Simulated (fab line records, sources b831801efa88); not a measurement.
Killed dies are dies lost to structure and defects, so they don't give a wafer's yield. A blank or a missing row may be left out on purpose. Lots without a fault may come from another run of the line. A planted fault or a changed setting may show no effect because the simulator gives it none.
Chamber matching | flow gf180mcu | GF_V5_CVD_02 on pecvd-04: 3 sister chambers
The step deposits SiO2 from TEOS, target thk 1450 nm, time 163.28 s. 3 wafers are shown with their chamber, then 7 later ones without.

WAFERS WITH THEIR CHAMBER
wafer  | chamber | heater_power_w (W)
L977.5 | 0       | 469
L985.2 | 1       | 773
L985.3 | 2       | 832

WAFERS WITHOUT THEIR CHAMBER
wafer  | heater_power_w (W)
L985.5 | 625
L986.1 | 589
L986.3 | 876
L986.6 | 467
L988.2 | 754
L988.3 | 575
L988.6 | 616

WHICH CHAMBER EACH WENT THROUGH
wafer  | from the rows above          | in truth
L985.5 | can't be placed: 1 or 0 or 2 | 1
L986.1 | can't be placed: 0 or 1 or 2 | 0
L986.3 | can't be placed: 2 or 1      | 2
L986.6 | 0                            | 0
L988.2 | can't be placed: 1 or 2      | 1
L988.3 | can't be placed: 0 or 1 or 2 | 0
L988.6 | can't be placed: 0 or 1 or 2 | 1
Placed correctly: 1 of 7. Can't be placed from these rows: 6 (the true chamber is among the candidates in 6). Placed wrongly: 0.
How it was worked out, from the rows above alone: a wafer's distance from a chamber is the root of the sum, over the readings, of the square of ((its reading less the chamber's mean) divided by the reading's scatter). The wafer belongs to the nearest chamber; if the next one is less than 2 further off, it can't be placed. A chamber's mean is the mean of its shown wafers. The scatter: with one shown wafer a chamber, the root of the mean of the squares of how far each hidden wafer lies from its nearest shown one.
